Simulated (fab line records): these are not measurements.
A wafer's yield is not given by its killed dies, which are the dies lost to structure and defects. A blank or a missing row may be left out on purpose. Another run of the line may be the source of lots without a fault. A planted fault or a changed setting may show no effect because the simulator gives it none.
A lot that was struck, set against a sound lot	flow gf180mcu	14 out of 602 route steps
Sound: these wafers, L729.2, L729.4, L729.5. Wafers L739.1, L739.2, L739.5 were the ones struck. At the end, the cause is stated.
At each step with rows: each side's tool, then ch and its chambers, then its first start. Under that, the readings that differ: sound wafers	struck wafers	difference of the means	sigmas: that difference in standard deviations of wafers without a fault.
alike: same words and numbers on both sides, and readings whose means sit less than 2 such deviations apart. not compared: any withheld reading, any reading some wafer has no value for, any bound like >300 that may hide the same value, and any number with overlapping values for which the record gives no deviation.
A row with sigmas, a row that says differs or no value, or rows on one side alone: a step with any of these is where the two part. When numbers do not overlap yet have no deviation, they are printed without sigmas and do not part them. A reading missing from all wafers of one side parts the sides only when that side holds two or more wafers.

GF_VT_IMPLANT_RS_MEAS_48: the measuring method here is four-point-probe.
  sound: film_metro-01 at day 10 17:53; struck: film_metro-02 at day 13 17:22
  alike: LVPWELL_RS
GF_VT_IMPLANT_RS_MEAS_49: the measuring method here is four-point-probe.
  sound: film_metro-01 at day 10 18:01; struck: film_metro-02 at day 13 17:29
  alike: MVPSD_RS
then, 4 steps without rows for these wafers: GF_VT_IMPLANT_WET_ETCH_50 (etches SiO2 in dHF, target depth 20 nm, time 400 s); GF_DUAL_GATE_CLEAN_00 (cleans in SC1/SC2, time 150 s); GF_DUAL_GATE_CLEAN_01 (cleans in dHF, time 20 s); GF_DUAL_GATE_OXIDATION_02 (stabilise 600 s, purge 300 s, target thk 10.887 nm).
GF_DUAL_GATE_THK_MEAS_03:
  sound: film_metro-03 at day 10 20:41; struck: film_metro-03 at day 13 19:34
  alike: DUAL_GATE_OXIDATION_00_THK
then, 5 steps without rows for these wafers: GF_DUAL_GATE_DEHYDRATE_04 (time 60 s); GF_DUAL_GATE_HMDS_05 (prime time 60 s); GF_DUAL_GATE_COAT_06 (resist thk 1000 nm); GF_DUAL_GATE_SOFTBAKE_07 (time 60 s); GF_DUAL_GATE_EXPOSE_08 (exposes mask Dualgate, target cd 700 nm).
GF_DUAL_GATE_PEB_09:
  struck on litho_track-03, day 14 15:38; sound on litho_track-02 ch 0, day 11 14:40
reading	sound	struck	difference	sigmas
exhaust_pa (Pa)	45.8 46.8 46.4	- - -	no value on the struck wafers	
  not compared: chill_plate_temp_C
then, 1 step without rows for these wafers: GF_DUAL_GATE_DEVELOP_10 (develop time 60 s).

## WHERE THEY PART
Only at GF_DUAL_GATE_PEB_09, within this record.

WHY: whatever the simulator had introduced
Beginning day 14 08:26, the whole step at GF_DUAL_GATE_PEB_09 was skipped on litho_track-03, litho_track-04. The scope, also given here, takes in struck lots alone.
